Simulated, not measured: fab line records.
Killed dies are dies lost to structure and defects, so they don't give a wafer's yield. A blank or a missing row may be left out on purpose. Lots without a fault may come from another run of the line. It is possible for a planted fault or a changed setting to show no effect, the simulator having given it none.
One fault seen from 2 desks -- flow gf180mcu -- numbers are kept per desk, each desk with only its own; the story behind them comes last

== THE TOOL OWNER'S DESK: lpcvd-02 ==
The tool's own readings at GF_POLY_GATE_CVD_00 (deposits poly-Si, target thk 200 nm, time 1200 s): means of the sampled wafers that have a number, for each lot that ran on this tool. If a lot's mean is further than 4 standard deviations from the usual mean, the lot is out of limits and carries the mark OUT (the distance appears in the brackets).
Columns: A = pressureMtorr at GF_POLY_GATE_CVD_00, usual 200.0 mTorr; B = susceptorTempC at GF_POLY_GATE_CVD_00, usual 620.02 C
lot,first seen here,A,B
L281,day 8 08:55,200.3,619.72
L282,day 8 16:30,200.0,619.81
L283,day 8 22:54,200.6,619.94
L286,day 9 21:35,200.0,620.01
L290,day 11 03:25,200.0,619.85
L292,day 11 13:34,199.9,619.93
L295,day 12 09:37,100.1 (-99 or more) OUT,619.97
L299,day 13 13:07,99.7 (-99 or more) OUT,620.04
This desk finds L295, L299 out of limits, L295 being first, at day 12 09:37 (pressureMtorr at GF_POLY_GATE_CVD_00). L281, L282, L283, L286, L290, L292 stayed within limits.

== AT THE METROLOGY DESK ==
What the gauges read for every lot (on any tool): the sampled wafers with a number, averaged. If a lot's mean is further than 4 standard deviations from the usual mean, the lot is out of limits and carries the mark OUT (the distance appears in the brackets).
Columns: A = VT_IMPLANT_02_OVL at GF_VT_IMPLANT_OVL_MEAS_29, usual 0.8 nm; B = POLY_GATE_CVD_00_THK at GF_POLY_GATE_THK_MEAS_01, usual 199.7 nm; C = POLY_GATE_OXIDATION_THK at GF_POLY_GATE_THK_MEAS_17, usual 4.04 nm
lot,first seen here,A,B,C
L281,day 6 19:20,1.6,197.1,4.13
L282,day 7 04:02,0.5,199.9,4.10
L283,day 7 09:50,0.5,198.8,4.00
L286,day 8 04:41,1.3,199.8,4.02
L289,day 9 00:35,-0.3,202.8,4.07
L290,day 9 09:35,0.5,199.4,4.12
L292,day 9 20:53,-0.4,199.5,4.03
L295,day 10 17:05,0.5,142.1 (-26) OUT,4.09
L296,day 10 23:19,1.4,194.9,4.01
L299,day 11 17:59,0.1,144.9 (-25) OUT,4.24
L304,day 13 01:26,-0.5,200.1,4.09
This desk finds L295, L299 out of limits, with the earliest case on L295 at day 12 10:57 (POLY_GATE_CVD_00_THK at GF_POLY_GATE_THK_MEAS_01). L281, L282, L283, L286, L289, L290, L292, L296, L304 stayed within limits.

== TAKEN TOGETHER ==
At day 12 09:37, on L295, L299, the tool owner's desk was in a position to raise an alarm.
On L295, L299, the metrology desk was in a position to raise an alarm at day 12 10:57.
Of the lots named, all ran GF_POLY_GATE_CVD_00 on lpcvd-02.

== WHAT WAS PUT IN BY THE SIMULATOR ==
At GF_POLY_GATE_CVD_00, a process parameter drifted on lpcvd-02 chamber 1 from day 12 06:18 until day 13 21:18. Setting pressureMtorr shifted by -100 from 200. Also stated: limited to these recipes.
Shown lots that were struck: L295, L299.
Time in hours from fault onset to the first out-of-limits reading at each desk: tool owner's desk 3, metrology desk 5.
